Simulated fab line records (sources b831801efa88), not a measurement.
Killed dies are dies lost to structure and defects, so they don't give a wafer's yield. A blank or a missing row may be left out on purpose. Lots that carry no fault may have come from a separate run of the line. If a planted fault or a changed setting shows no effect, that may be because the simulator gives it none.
The tool behind it: which one? :: flow gf180mcu :: 36 wafers from 12 lots sampled at 6 of the route's 602 steps

WHAT THE GAUGES SHOWED, per wafer
GF_POLY_GATE_CD_MEAS_10 targets a cd of 280 nm. Usual: cd nm reads 279.9 nm (standard deviation 1.1).
lot: L419
measured: day 9 20:18
on: cd sem-02
cd nm (nm): 281.8 280.2 281.0
flag: 

lot: L420
measured: day 10 05:51
on: cd sem-02
cd nm (nm): 278.4 280.1 280.2
flag: 

lot: L421
measured: day 10 11:50
on: cd sem-02
cd nm (nm): 279.8 279.5 280.3
flag: 

lot: L422
measured: day 10 22:55
on: cd sem-02
cd nm (nm): 278.5 278.7 279.0
flag: 

lot: L424
measured: day 11 17:43
on: cd sem-01
cd nm (nm): 281.4 280.1 281.6
flag: 

lot: L425
measured: day 12 00:17
on: cd sem-02
cd nm (nm): 279.0 277.7 278.3
flag: 

lot: L427
measured: day 12 06:11
on: cd sem-01
cd nm (nm): 280.4 280.3 280.6
flag: 

lot: L434
measured: day 14 09:23
on: cd sem-01
cd nm (nm): 280.2 280.5 280.9
flag: 

lot: L436
measured: day 15 00:11
on: cd sem-01
cd nm (nm): 278.7 279.9 278.6
flag: 

lot: L438
measured: day 15 14:30
on: cd sem-01
cd nm (nm): 279.7 279.5 280.7
flag: 

lot: L439
measured: day 15 21:59
on: cd sem-02
cd nm (nm): 279.6 278.9 279.4
flag: 

lot: L440
measured: day 16 03:09
on: cd sem-01
cd nm (nm): 281.3 281.1 279.3
flag: 

GF_POLY_GATE_CD_MEAS_18. Usual: cd nm reads 279.3 nm (standard deviation 2.2).
lot: L419
measured: day 9 22:02
on: cd sem-01
cd nm (nm): 283.4 282.0 280.1
flag: 

lot: L420
measured: day 10 07:35
on: cd sem-01
cd nm (nm): 278.3 276.4 277.6
flag: 

lot: L421
measured: day 10 13:33
on: cd sem-01
cd nm (nm): 279.8 278.7 281.6
flag: 

lot: L422
measured: day 11 00:42
on: cd sem-02
cd nm (nm): 280.3 275.7 273.7
flag: 

lot: L424
measured: day 11 21:31
on: cd sem-01
cd nm (nm): 284.0 280.2 278.6
flag: 

lot: L425
measured: day 12 03:02
on: cd sem-02
cd nm (nm): 277.5 274.8 279.9
flag: 

lot: L427
measured: day 12 09:37
on: cd sem-01
cd nm (nm): 280.6 279.0 281.0
flag: 

lot: L434
measured: day 14 11:07
on: cd sem-01
cd nm (nm): 277.1 277.3 281.6
flag: 

lot: L436
measured: day 15 02:19
on: cd sem-01
cd nm (nm): 280.3 279.9 279.3
flag: 

lot: L438
measured: day 15 19:03
on: cd sem-01
cd nm (nm): 276.9 279.9 278.8
flag: 

lot: L439
measured: day 15 23:43
on: cd sem-02
cd nm (nm): 277.2 277.6 277.9
flag: 

lot: L440
measured: day 16 04:53
on: cd sem-02
cd nm (nm): 276.4 278.4 277.6
flag: 

GF_HV_LDD_CD_MEAS_31 targets a cd of 400 nm. Usual: cd nm reads 400.5 nm (standard deviation 2.3).
lot: L419
measured: day 12 06:24
on: cd sem-02
cd nm (nm): 398.1 399.1 398.1
flag: 

lot: L420
measured: day 12 17:39
on: cd sem-02
cd nm (nm): 401.8 402.4 400.9
flag: 

lot: L421
measured: day 12 22:40
on: cd sem-01
cd nm (nm): 403.5 403.8 399.5
flag: 

lot: L422
measured: day 13 11:40
on: cd sem-01
cd nm (nm): 403.8 402.3 404.0
flag: 

lot: L424
measured: day 14 08:47
on: cd sem-02
cd nm (nm): 398.5 399.1 400.7
flag: 

lot: L425
measured: day 14 15:26
on: cd sem-01
cd nm (nm): 396.0 398.1 398.1
flag: 

lot: L427
measured: day 15 00:29
on: cd sem-01
cd nm (nm): 397.7 394.8 397.6
flag: 

lot: L434
measured: day 17 06:54
on: cd sem-02
cd nm (nm): - - -
flag: OFF

lot: L436
measured: day 17 23:32
on: cd sem-02
cd nm (nm): 397.9 399.3 398.1
flag: 

lot: L438
measured: day 18 18:47
on: cd sem-01
cd nm (nm): 399.3 398.1 399.0
flag: 

lot: L439
measured: day 18 22:50
on: cd sem-02
cd nm (nm): 399.4 398.3 399.3
flag: 

lot: L440
measured: day 19 04:43
on: cd sem-01
cd nm (nm): 399.9 399.4 398.7
flag: 

GF_HV_LDD_TW_MEAS_38. Usual: HV_LDD_3_TW gives 1441 (standard deviation 6.3).
lot: L419
measured: day 12 07:14
on: film metro-04
HV_LDD_3_TW: 1443 1450 1445
flag: 

lot: L420
measured: day 12 18:29
on: film metro-01
HV_LDD_3_TW: 1440 1439 1443
flag: 

lot: L421
measured: day 12 23:31
on: film metro-03
HV_LDD_3_TW: 1439 1444 1445
flag: 

lot: L422
measured: day 13 12:30
on: film metro-04
HV_LDD_3_TW: 1443 1437 1438
flag: 

lot: L424
measured: day 14 09:38
on: film metro-04
HV_LDD_3_TW: 1442 1440 1437
flag: 

lot: L425
measured: day 14 16:16
on: film metro-04
HV_LDD_3_TW: 1443 1439 1439
flag: 

lot: L427
measured: day 15 01:18
on: film metro-01
HV_LDD_3_TW: 1439 1432 1441
flag: 

lot: L434
measured: day 17 07:45
on: film metro-04
HV_LDD_3_TW: 30 30 30
flag: OFF

lot: L436
measured: day 18 00:22
on: film metro-03
HV_LDD_3_TW: 1430 1436 1436
flag: 

lot: L438
measured: day 18 19:38
on: film metro-03
HV_LDD_3_TW: 1432 1439 1437
flag: 

lot: L439
measured: day 18 23:41
on: film metro-04
HV_LDD_3_TW: 1444 1435 1448
flag: 

lot: L440
measured: day 19 05:34
on: film metro-03
HV_LDD_3_TW: 1450 1442 1441
flag: 

WHICH TOOL RAN EACH LOT (tool, then ch and the chambers of the sampled wafers, then the start)
lot: L419
GF_POLY_GATE_ETCH_12: rie diel-01 ch 0,1,3, day 9 20:26
GF_HV_LDD_EXPOSE_28: iline stepper-02 ch 0, day 11 21:21

lot: L420
GF_POLY_GATE_ETCH_12: rie diel-02 ch 0,3, day 10 05:59
GF_HV_LDD_EXPOSE_28: iline stepper-02 ch 0, day 12 07:54

lot: L421
GF_POLY_GATE_ETCH_12: rie diel-03 ch 0,1, day 10 11:59
GF_HV_LDD_EXPOSE_28: iline stepper-01 ch 0, day 12 13:04

lot: L422
GF_POLY_GATE_ETCH_12: rie diel-01 ch 0,1,2, day 10 23:02
GF_HV_LDD_EXPOSE_28: iline stepper-01 ch 0, day 13 01:16

lot: L424
GF_POLY_GATE_ETCH_12: rie diel-03 ch 0,1,2, day 11 17:52
GF_HV_LDD_EXPOSE_28: iline stepper-02 ch 0, day 13 22:52

lot: L425
GF_POLY_GATE_ETCH_12: rie diel-01 ch 1,2,3, day 12 00:22
GF_HV_LDD_EXPOSE_28: iline stepper-02 ch 0, day 14 05:23

lot: L427
GF_POLY_GATE_ETCH_12: rie diel-02 ch 0,1,2, day 12 06:17
GF_HV_LDD_EXPOSE_28: iline stepper-02 ch 0, day 14 13:36

lot: L434
GF_POLY_GATE_ETCH_12: rie diel-02 ch 1,2,3, day 14 09:31
GF_HV_LDD_EXPOSE_28: iline stepper-02 ch 0, day 16 19:37

lot: L436
GF_POLY_GATE_ETCH_12: rie diel-01 ch 0,1,2, day 15 00:17
GF_HV_LDD_EXPOSE_28: iline stepper-02 ch 0, day 17 12:25

lot: L438
GF_POLY_GATE_ETCH_12: rie diel-03 ch 0,3, day 15 14:38
GF_HV_LDD_EXPOSE_28: iline stepper-02 ch 0, day 18 06:17

lot: L439
GF_POLY_GATE_ETCH_12: rie diel-02 ch 0,2, day 15 22:07
GF_HV_LDD_EXPOSE_28: iline stepper-02 ch 0, day 18 10:47

lot: L440
GF_POLY_GATE_ETCH_12: rie diel-03 ch 0,1, day 16 03:17
GF_HV_LDD_EXPOSE_28: iline stepper-02 ch 0, day 18 16:53
- GF_POLY_GATE_ETCH_12: etches BARC in N2/H2.
- GF_HV_LDD_EXPOSE_28: exposes mask Nplus HV AREA, target cd 400 nm.

WHAT THE TOOLS THEMSELVES READ (means of the sampled wafers that have a number; where no wafer has one, the mark that the record gives instead)
GF_POLY_GATE_ETCH_12. Usual: drypump motor current A 5.9 A, standard deviation 0.51; oes product au 0.735 a.u., standard deviation 0.0042; throttle valve pct 13.215 %, standard deviation 0.011.
lot: L419
tool: rie diel-01
drypump motor current A (A): 5.7
oes product au (a.u.): 0.734
throttle valve pct (%): 13.210
flag: 

lot: L420
tool: rie diel-02
drypump motor current A (A): 5.7
oes product au (a.u.): 0.737
throttle valve pct (%): 13.224
flag: 

lot: L421
tool: rie diel-03
drypump motor current A (A): 5.9
oes product au (a.u.): 0.733
throttle valve pct (%): 13.213
flag: 

lot: L422
tool: rie diel-01
drypump motor current A (A): 6.0
oes product au (a.u.): 0.742
throttle valve pct (%): 13.216
flag: 

lot: L424
tool: rie diel-03
drypump motor current A (A): 6.1
oes product au (a.u.): 0.733
throttle valve pct (%): 13.211
flag: 

lot: L425
tool: rie diel-01
drypump motor current A (A): 6.0
oes product au (a.u.): 0.736
throttle valve pct (%): 13.213
flag: 

lot: L427
tool: rie diel-02
drypump motor current A (A): 5.9
oes product au (a.u.): 0.735
throttle valve pct (%): 13.224
flag: 

lot: L434
tool: rie diel-02
drypump motor current A (A): 5.6
oes product au (a.u.): 0.733
throttle valve pct (%): 13.209
flag: 

lot: L436
tool: rie diel-01
drypump motor current A (A): 6.0
oes product au (a.u.): 0.736
throttle valve pct (%): 13.212
flag: 

lot: L438
tool: rie diel-03
drypump motor current A (A): 5.7
oes product au (a.u.): 0.736
throttle valve pct (%): 13.209
flag: 

lot: L439
tool: rie diel-02
drypump motor current A (A): 5.4
oes product au (a.u.): 0.729
throttle valve pct (%): 13.221
flag: 

lot: L440
tool: rie diel-03
drypump motor current A (A): 5.8
oes product au (a.u.): 0.735
throttle valve pct (%): 13.221
flag: 

GF_HV_LDD_EXPOSE_28. Usual: stage vel mm s 500.05 mm/s, standard deviation 0.27.
lot: L419
tool: iline stepper-02
stage vel mm s (mm/s): 499.88
flag: 

lot: L420
tool: iline stepper-02
stage vel mm s (mm/s): 500.17
flag: 

lot: L421
tool: iline stepper-01
stage vel mm s (mm/s): 499.87
flag: 

lot: L422
tool: iline stepper-01
stage vel mm s (mm/s): 500.12
flag: 

lot: L424
tool: iline stepper-02
stage vel mm s (mm/s): 500.21
flag: 

lot: L425
tool: iline stepper-02
stage vel mm s (mm/s): 499.91
flag: 

lot: L427
tool: iline stepper-02
stage vel mm s (mm/s): 499.89
flag: 

lot: L434
tool: iline stepper-02
stage vel mm s (mm/s): 500.27
flag: 

lot: L436
tool: iline stepper-02
stage vel mm s (mm/s): 500.20
flag: 

lot: L438
tool: iline stepper-02
stage vel mm s (mm/s): 500.07
flag: 

lot: L439
tool: iline stepper-02
stage vel mm s (mm/s): 499.75
flag: 

lot: L440
tool: iline stepper-02
stage vel mm s (mm/s): 499.76
flag: 

THE ANSWER, worked out from the rows above alone
Rule: a lot is off if the mean of its wafers that have a number lies more than 3 standard deviations from the usual mean. A lot without any number at a reading at which 4 lots or more have one is off too. The other lots that the step has rows for count as sound. First the gauges in route order, then the tools' own readings, where a lot's mean is used as printed above. The first step at which some lot is off is used, and at that step the reading that is off furthest; a lot without a number counts as furthest.
Off at GF_HV_LDD_CD_MEAS_31 (cd nm): L434. Without a number there: L434.
A tool fits if, at a process step before that reading, it ran every lot that is off, and no sound lot after the first of them. Not tried: the gauges at GF_HV_LDD_CD_MEAS_31; whatever is off there is also off at GF_HV_LDD_TW_MEAS_38, on other tools, and gauge error can't account for it. Not one of the candidates tried fits.

WHAT HAD BEEN PUT IN BY THE SIMULATOR
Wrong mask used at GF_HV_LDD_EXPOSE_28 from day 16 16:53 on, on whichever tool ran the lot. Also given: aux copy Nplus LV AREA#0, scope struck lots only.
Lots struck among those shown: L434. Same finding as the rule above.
